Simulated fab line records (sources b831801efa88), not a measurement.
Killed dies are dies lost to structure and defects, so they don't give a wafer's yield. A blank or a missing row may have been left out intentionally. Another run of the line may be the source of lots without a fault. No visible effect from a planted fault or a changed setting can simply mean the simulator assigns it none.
A lot that was struck, set against a sound lot || flow sky130 || 16 steps out of a route of 708
Sound: the wafers L496.1, L496.2, L496.3. Wafers struck: L495.2, L495.3, L495.5. The cause is named last.
At each step with rows: each side's tool, then ch and its chambers, then its first start. Under that, the readings that differ: sound wafers || struck wafers || difference of the means || sigmas: that difference in standard deviations of wafers without a fault.
alike: same words and numbers on both sides, and readings whose means sit less than 2 such deviations apart. not compared: any withheld reading, any reading some wafer has no value for, any bound like >300 that may hide the same value, and any number with overlapping values for which the record gives no deviation.
The two part at a step that has a row with sigmas, a row that says differs or no value, or rows on one side only. When numbers do not overlap yet have no deviation, they are printed without sigmas and do not part them. Lack of a reading on every wafer of one side parts them only where that side has two or more wafers.

first, 3 steps without rows for these wafers: SKY_METAL1_EXPOSE_12 (exposes mask MM1, target cd 140 nm); SKY_METAL1_PEB_13; SKY_METAL1_DEVELOP_14 (develop time 60 s).
SKY_METAL1_CD_MEAS_15: the cd target is 140 nm.
  sound on cd-sem-01, day 36 22:23; struck on cd-sem-02, day 35 16:35
  alike: cd-nm
SKY_METAL1_OVL_MEAS_16:
  sound on overlay-01, day 36 22:30; struck on overlay-02, day 35 16:42
  alike: METAL1_OVL
SKY_METAL1_DESCUM_17: chemistry O2, time 8 s.
  sound on rie-metal-04 ch 0,1, day 36 22:32; struck on rie-metal-01 ch 0,1, day 35 16:44
  alike: drypump-motor-current-A, oes-product-au
  not compared: rf-hours-counter-h
SKY_METAL1_ETCH_18: etches BARC in N2/H2, stops on SiO2, time 45.9 s, target depth 60 nm.
  sound on rie-metal-04 ch 0,1, day 36 22:34; struck on rie-metal-01 ch 0,1, day 35 16:46
  alike: drypump-motor-current-A, oes-product-au, throttle-valve-pct
  not compared: rf-hours-counter-h
SKY_METAL1_METAL_ETCH_19: etches the open film in Cl2/BCl3, stops on SiO2, target depth 360 nm, time 78 s.
  sound on rie-metal-04 ch 0,1, day 36 22:38; struck on rie-metal-01 ch 0,1, day 35 16:49
  alike: drypump-motor-current-A, oes-product-au, throttle-valve-pct
  not compared: rf-hours-counter-h
SKY_METAL1_STRIP_20: strips in O2/N2.
  sound on plasma-asher-02 ch 0,1, day 36 22:43; struck on plasma-asher-04 ch 0,1, day 35 16:55
  alike: drypump-motor-current-A, o2-flow-sccm, oes-product-au, strip-time-to-endpoint-s
  not compared: rf-hours-counter-h
then, 3 steps without rows for these wafers: SKY_METAL1_STRIP_21 (strips in post etch residue remover, time 1200 s); SKY_METAL1_CLEAN_22 (cleans in IPA, time 180 s); SKY_METAL1_CLEAN_23 (cleans in O3/DIW).
SKY_VIA1_HDPCVD_00: deposits SiO2, target thk 1030 nm, time 171.7 s.
  sound on hdpcvd-02 ch 0,1,2, day 36 23:19; struck on hdpcvd-01 ch 0,1,2, day 35 17:35
{"reading": "run-length-s (s)", "sound": "200.1 198.8 199.3", "struck": "193.4 193.3 193.0", "difference": -6.2, "sigmas": -14}
{"reading": "model.SiO2_of_VIA1_HDPCVD_00.thk-nm (nm)", "sound": "1023 1041 1051", "struck": "1002 999.7 1003", "difference": -37, "sigmas": ""}
SKY_VIA1_THK_MEAS_01:
  sound on film-metro-03, day 36 23:26; struck on film-metro-03, day 35 17:43
{"reading": "VIA1_HDPCVD_THK (nm)", "sound": "1022 1041 1051", "struck": "1002 1000 1003", "difference": -36, "sigmas": -4}
SKY_VIA1_CMP_02: polishes SiO2.
  sound on cmp-02 ch 0,1,2, day 36 23:29; struck on cmp-01 ch 0,3, day 35 17:46
  alike: motor-current-A, retaining-ring-pressure-frac
-- the record jumps here: 12 days lie between the struck wafers' starts before and after (it left off in module VIA1 and takes up again in module PAD_OPEN, whose first step shown is number 708 of the route) --
SKY_PAD_OPEN_PROBE_99:
  sound on prober-01, day 48 20:51; struck on prober-02, day 47 23:12
  alike: defect-limited-yield, killed_at_M0_to_M3, killed_at_M4_up, killed-at-contacts, killed-at-front-end, killed-at-other, killed-dies, killed-open, killed-short, sort_bin_3_pad_short, sort_bin_5_function, sort_bin_6_memory, sort-n-pass, sort-yield-pct

== WHERE THEY PART ==
First at SKY_VIA1_HDPCVD_00; last, within this record, at SKY_VIA1_THK_MEAS_01. Later steps at which nothing parts them and some readings are alike: SKY_VIA1_CMP_02, SKY_PAD_OPEN_PROBE_99.

WHY: what had been put in by the simulator
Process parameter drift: hdpcvd-01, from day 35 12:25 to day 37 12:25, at SKY_VIA1_HDPCVD_00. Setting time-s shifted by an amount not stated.
